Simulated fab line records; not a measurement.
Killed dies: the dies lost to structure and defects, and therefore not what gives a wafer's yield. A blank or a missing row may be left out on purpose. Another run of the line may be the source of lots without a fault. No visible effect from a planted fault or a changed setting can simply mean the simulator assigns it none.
A lot that was struck, set against a sound lot / flow sky130 / 16 out of 708 route steps
Sound: these wafers, L244.1, L244.5, L244.6. Wafers struck: L259.3, L259.5, L259.6. The cause is given at the end.
At each step with rows: each side's tool, then ch and its chambers, then its first start. Under that, the readings that differ: sound wafers / struck wafers / difference of the means / sigmas: that difference in standard deviations of wafers without a fault.
alike: same words and numbers on both sides, and readings whose means sit less than 2 such deviations apart. not compared: any withheld reading, any reading some wafer has no value for, any bound like >300 that may hide the same value, and any number with overlapping values for which the record gives no deviation.
A row with sigmas, a row that says differs or no value, or rows on one side alone: a step with any of these is where the two part. Non-overlapping numbers with no deviation appear without sigmas and do not part them. A reading that every wafer of one side lacks parts them only if that side has two wafers or more.

first, 5 steps without rows for these wafers: SKY_POLY_GATE_COAT_08 (resist thk 450 nm); SKY_POLY_GATE_SOFTBAKE_09 (time 90 s); SKY_POLY_GATE_EXPOSE_10 (exposes mask P1M, target cd 150 nm); SKY_POLY_GATE_PEB_11; SKY_POLY_GATE_DEVELOP_12 (develop time 60 s).
SKY_POLY_GATE_CD_MEAS_13: the cd target is 150 nm.
  sound on cd sem-01 at day 18 08:59; struck on cd sem-01 at day 24 06:26
  alike: cd nm
SKY_POLY_GATE_OVL_MEAS_14:
  sound on overlay-01 at day 18 09:06; struck on overlay-01 at day 24 06:31
  alike: POLY_GATE_OVL
SKY_POLY_GATE_ETCH_15: etches BARC in N2/H2, stops on SiO2, time 118.5 s, target depth 110 nm.
  sound on rie diel-04 ch 2,3, day 18 09:08; struck on rie diel-02 ch 0,1,2, day 24 06:33
  alike: drypump motor current A, oes product au, throttle valve pct
  not compared: rf hours counter h
SKY_POLY_GATE_ETCH_16: etches Si3N4 in CH3F/O2, stops on poly-Si, time 147.5 s, target depth 75 nm.
  sound on rie diel-04 ch 2,3, day 18 09:13; struck on rie diel-02 ch 0,1,2, day 24 06:38
  alike: drypump motor current A, oes product au, throttle valve pct
  not compared: rf hours counter h
SKY_POLY_GATE_ETCH_17: etches poly-Si in HBr/Cl2, stops on SiO2, target depth 180 nm, time 70.5 s.
  sound on rie si-02 ch 1,2, day 18 09:19; struck on rie si-02 ch 0,2,3, day 24 06:44
  alike: drypump motor current A, oes product au, throttle valve pct
  not compared: rf hours counter h
SKY_POLY_GATE_STRIP_18: strips in O2/N2.
  sound on plasma asher-02 ch 0,1, day 18 09:22; struck on plasma asher-02 ch 0,1, day 24 06:49
  alike: drypump motor current A, oes product au, strip time to endpoint s
  not compared: rf hours counter h
then, 1 step without rows for these wafers: SKY_POLY_GATE_CLEAN_19 (cleans in SC1/SC2, time 150 s).
SKY_POLY_GATE_OXIDATION_20: stabilise 600 s, purge 300 s, target thk 4 nm.
  sound on furnace-01 ch 0, day 18 09:58; struck on furnace-01 ch 0, day 24 06:56
reading=spike tc bottom C (C); sound=866.3 864.7 865.1; struck=857.3 856.7 855.9; difference=-8.7; sigmas=-3
reading=spike tc centre C (C); sound=851.3 850.7 848.6; struck=842.3 843.5 843.5; difference=-7.1; sigmas=-7
reading=spike tc lower C (C); sound=851.4 849.8 850.3; struck=843.6 843.1 843.6; difference=-7.1; sigmas=-7
reading=spike tc top C (C); sound=862.1 861.6 863.0; struck=854.4 855.2 853.6; difference=-7.8; sigmas=-3
reading=spike tc upper C (C); sound=848.4 848.5 849.8; struck=840.6 842.1 840.7; difference=-7.8; sigmas=-6
reading=tube center temp C (C); sound=849.87 849.85 849.93; struck=841.89 841.94 842.02; difference=-7.93; sigmas=-99 or more
reading=tube_center_temp_C_max; sound=851.6 852.0 852.3; struck=844.2 843.8 844.4; difference=-7.8; sigmas=-22
reading=model.SiO2_of_POLY_GATE_OXIDATION_20.thk nm (nm); sound=3.979 3.975 3.952; struck=3.592 3.658 3.656; difference=-0.333; sigmas=
  alike: zone power upper pct
SKY_POLY_GATE_THK_MEAS_21:
  sound on film metro-02 at day 18 11:13; struck on film metro-02 at day 24 08:12
reading=POLY_GATE_OXIDATION_THK (nm); sound=4.05 4.01 3.95; struck=3.57 3.60 3.63; difference=-0.40; sigmas=-6
SKY_POLY_GATE_CD_MEAS_22:
  sound on cd sem-01 at day 18 11:16; struck on cd sem-01 at day 24 08:18
  alike: cd nm
-- the record jumps here: 26 days lie between the struck wafers' starts before and after (it left off in module POLY_GATE and takes up again in module PAD_OPEN, whose first step shown is number 708 of the route) --
SKY_PAD_OPEN_PROBE_99:
  sound on prober-02 at day 47 03:11; struck on prober-02 at day 50 15:51
reading=model.etest.tip sonos.rs ohm sq; sound=2714 2677 2715; struck=2557 2556 2505; difference=-163; sigmas=
  alike: killed_at_M0_to_M3, killed_at_M4_up, killed at contacts, killed at front end, killed at other, killed dies, killed open, killed short
  not compared: model.etest.tip n.rs ohm sq

WHERE THEY PART
Earliest at SKY_POLY_GATE_OXIDATION_20; latest, in this record, at SKY_POLY_GATE_THK_MEAS_21. Later steps at which nothing parts them and some readings are alike: SKY_POLY_GATE_CD_MEAS_22, SKY_PAD_OPEN_PROBE_99.

WHY: the cause the simulator had injected
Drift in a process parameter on furnace-01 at SKY_POLY_GATE_OXIDATION_20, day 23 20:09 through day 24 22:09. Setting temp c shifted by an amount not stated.
